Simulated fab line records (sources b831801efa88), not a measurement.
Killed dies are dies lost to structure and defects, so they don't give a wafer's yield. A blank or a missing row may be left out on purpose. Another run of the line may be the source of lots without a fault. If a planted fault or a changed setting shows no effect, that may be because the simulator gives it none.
Struck lot and sound lot, side by side	flow sky130	16 steps out of a route of 708
Sound: the wafers L460.4, L460.5, L460.6. Struck: wafer L467.3. (L467.1, L467.5 of the same lot were not struck and are left out.) The cause comes at the end.
For every step that has rows: the tool of each side, followed by ch and its chambers, followed by its first start. Under that, the readings that differ: sound wafers	struck wafers	difference of the means	sigmas: that difference in standard deviations of wafers without a fault.
alike: same words and numbers on both sides, and readings whose means sit less than 2 such deviations apart. not compared: any withheld reading, any reading some wafer has no value for, any bound like >300 that may hide the same value, and any number with overlapping values for which the record gives no deviation.
Wherever a step has rows on one side only, a row that says differs or no value, or a row with sigmas, the two part there. Numbers that have no deviation but don't overlap get no sigmas and don't part them. A reading missing from all wafers of one side parts the sides only when that side holds two or more wafers.

first, 2 steps without rows for these wafers: SKY_METAL3_PEB_11; SKY_METAL3_DEVELOP_12 (develop time 60 s).
SKY_METAL3_CD_MEAS_13: target cd 300 nm.
  struck on cdSem-02, day 41 12:45; sound on cdSem-02, day 41 03:34
  alike: cdNm
SKY_METAL3_OVL_MEAS_14:
  struck on overlay-02, day 41 12:52; sound on overlay-01, day 41 03:38
reading	sound	struck	difference	sigmas
METAL3_OVL (nm)	-3 -15 -4	9	+16	+3
SKY_METAL3_DESCUM_15: chemistry O2, time 8 s.
  sound on rieMetal-04 ch 0,1, day 41 03:40; struck on rieMetal-04 ch 1, day 41 12:54
  alike: drypumpMotorCurrentA, oesProductAu, tempC
  not compared: rfHoursCounterH
SKY_METAL3_ETCH_16: etches BARC in N2/H2, stops on SiO2, time 88.2 s, target depth 60 nm.
  sound on rieMetal-04 ch 0,1, day 41 03:43; struck on rieMetal-04 ch 1, day 41 12:56
  alike: drypumpMotorCurrentA, oesProductAu, throttleValvePct
  not compared: rfHoursCounterH
SKY_METAL3_ETCH_17: etches SiO2 in C4F8/O2/Ar, stops on TiN, time 3.9 s, target depth 15 nm.
  sound on rieDiel-02 ch 0,1, day 41 03:47; struck on rieDiel-01 ch 0, day 41 13:02
  alike: oesProductAu
  not compared: rfHoursCounterH
SKY_METAL3_METAL_ETCH_18: etches the open film in Cl2/BCl3, stops on SiO2, target depth 845 nm, time 183.1 s.
  sound on rieMetal-03 ch 0,1, day 41 03:52; struck on rieMetal-01 ch 0, day 41 13:03
reading	sound	struck	difference	sigmas
mfcCl2Sccm (sccm)	59.72 60.00 59.84	60.31	+0.46	+3
  alike: drypumpMotorCurrentA, oesProductAu, throttleValvePct
  not compared: rfHoursCounterH
SKY_METAL3_STRIP_19: strips in O2/N2.
  sound on plasmaAsher-01 ch 0,1, day 41 04:01; struck on plasmaAsher-01 ch 1, day 41 13:14
  alike: drypumpMotorCurrentA, oesProductAu, stripTimeToEndpointS
  not compared: rfHoursCounterH
then, 3 steps without rows for these wafers: SKY_METAL3_STRIP_20 (strips in post etch residue remover, time 1200 s); SKY_METAL3_CLEAN_21 (cleans in IPA, time 180 s); SKY_METAL3_CLEAN_22 (cleans in O3/DIW).
SKY_VIA3_HDPCVD_00: deposits SiO2, target thk 1635 nm, time 272.5 s.
  sound on hdpcvd-01 ch 0,1,2, day 41 04:39; struck on hdpcvd-02 ch 0, day 41 13:49
reading	sound	struck	difference	sigmas
runLengthS (s)	299.4 299.9 300.8	278.2	-21.8	-49
model.SiO2_of_VIA3_HDPCVD_00.thkNm (nm)	1636 1653 1615	1514	-121	
SKY_VIA3_THK_MEAS_01:
  struck on filmMetro-04, day 41 13:59; sound on filmMetro-04, day 41 04:46
reading	sound	struck	difference	sigmas
VIA3_HDPCVD_THK (nm)	1636 1653 1615	1513	-122	-6
then, 1 step without rows for these wafers: SKY_VIA3_CMP_02 (polishes SiO2).
-- the record jumps here: 7 days lie between the struck wafers' starts before and after (it left off in module VIA3 and takes up again in module PAD_OPEN, whose first step shown is number 708 of the route) --
SKY_PAD_OPEN_PROBE_99:
  rows exist in the record for the struck wafers here (prober-01, day 48 19:38), but not for the sound ones

## WHERE THEY PART
At SKY_METAL3_OVL_MEAS_14 first; at SKY_PAD_OPEN_PROBE_99 last (within this record only).

WHY: what had been put in by the simulator
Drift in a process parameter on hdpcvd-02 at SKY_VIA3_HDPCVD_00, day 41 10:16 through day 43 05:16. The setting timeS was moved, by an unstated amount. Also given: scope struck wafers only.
